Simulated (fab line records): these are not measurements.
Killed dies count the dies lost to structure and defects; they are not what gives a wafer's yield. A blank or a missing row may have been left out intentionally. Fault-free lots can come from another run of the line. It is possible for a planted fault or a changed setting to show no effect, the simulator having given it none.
Which of the tools did it? / flow gf180mcu / 72 wafers sampled from 24 lots at 1 step of a route of 602

== WHAT THE GAUGES SHOWED, per wafer ==
GF_MVSD_OVL_MEAS_07.
lot=L074; measured=day 4 02:03; on=overlay-02; MVSD_OVL (nm)=0.5 -0.4 0.1
lot=L075; measured=day 4 04:15; on=overlay-02; MVSD_OVL (nm)=0.7 0.7 -0.9
lot=L076; measured=day 4 09:28; on=overlay-02; MVSD_OVL (nm)=2.0 0.5 0.2
lot=L077; measured=day 4 10:07; on=overlay-01; MVSD_OVL (nm)=-0.9 -1.6 -0.1
lot=L078; measured=day 4 18:00; on=overlay-02; MVSD_OVL (nm)=-0.9 3.7 -0.5
lot=L079; measured=day 4 23:38; on=overlay-02; MVSD_OVL (nm)=-1.2 -0.1 -1.2
lot=L080; measured=day 6 19:21; on=overlay-02; MVSD_OVL (nm)=-0.5 -1.3 -1.1
lot=L081; measured=day 6 20:03; on=overlay-01; MVSD_OVL (nm)=0.8 1.3 -2.2
lot=L082; measured=day 6 23:58; on=overlay-01; MVSD_OVL (nm)=-0.3 -1.6 -1.3
lot=L084; measured=day 7 00:14; on=overlay-02; MVSD_OVL (nm)=-2.3 -0.6 -1.1
lot=L083; measured=day 7 00:18; on=overlay-01; MVSD_OVL (nm)=1.5 0.0 0.3
lot=L085; measured=day 7 00:35; on=overlay-02; MVSD_OVL (nm)=0.5 1.4 0.4
lot=L086; measured=day 7 04:08; on=overlay-01; MVSD_OVL (nm)=0.9 -1.0 -1.1
lot=L087; measured=day 7 09:44; on=overlay-01; MVSD_OVL (nm)=0.1 -2.0 -0.3
lot=L088; measured=day 7 22:58; on=overlay-01; MVSD_OVL (nm)=-0.5 -0.8 -1.5
lot=L089; measured=day 8 01:30; on=overlay-01; MVSD_OVL (nm)=2.3 0.5 0.2
lot=L090; measured=day 8 06:17; on=overlay-01; MVSD_OVL (nm)=-0.8 0.8 -1.8
lot=L091; measured=day 8 12:53; on=overlay-01; MVSD_OVL (nm)=1.0 -0.2 0.2
lot=L092; measured=day 8 21:21; on=overlay-01; MVSD_OVL (nm)=-0.5 -0.3 -2.1
lot=L093; measured=day 9 01:23; on=overlay-01; MVSD_OVL (nm)=0.5 3.8 -0.7
lot=L094; measured=day 9 05:15; on=overlay-01; MVSD_OVL (nm)=-0.3 1.5 0.5
lot=L095; measured=day 9 11:45; on=overlay-01; MVSD_OVL (nm)=-1.4 0.4 1.0
lot=L096; measured=day 10 02:14; on=overlay-02; MVSD_OVL (nm)=-1.9 -3.7 -1.2
lot=L097; measured=day 10 02:35; on=overlay-01; MVSD_OVL (nm)=-1.3 -1.8 0.0

== WHAT TOOL EACH LOT RAN ON (gives the tool, then ch and the chambers of the sampled wafers, and finally the start) ==
The record holds no process step before these readings.

== WHAT THE TOOLS THEMSELVES READ (means of the sampled wafers that have a number; where no wafer has one, the mark that the record gives instead) ==
The record holds no such reading with a usual standard deviation.

== THE ANSWER, worked out from the rows above alone ==
Rule: usual is defined by the lots themselves. Put in order of their means at a reading, lots are off if they are a third of the lots or fewer, leave a main group of 4 or more, and stand apart from it by a gap of 3 or more times the standard deviation of the main group's means; of several such gaps the widest counts. Not used: any main group whose means are identical at the precision the tables above print for the reading. Also off: a lot with no number at a reading for which 4 or more lots have one. The other lots that the step has rows for count as sound. After the gauges, taken in route order, come the tools' own readings; for these a lot's mean is taken, as printed above. At the first step where some lot is off, the reading lying furthest off is the one used; lots without a number count as furthest.
No lot is off at any reading shown: from this, nothing can be told.

== WHAT THE SIMULATOR HAD PUT IN ==
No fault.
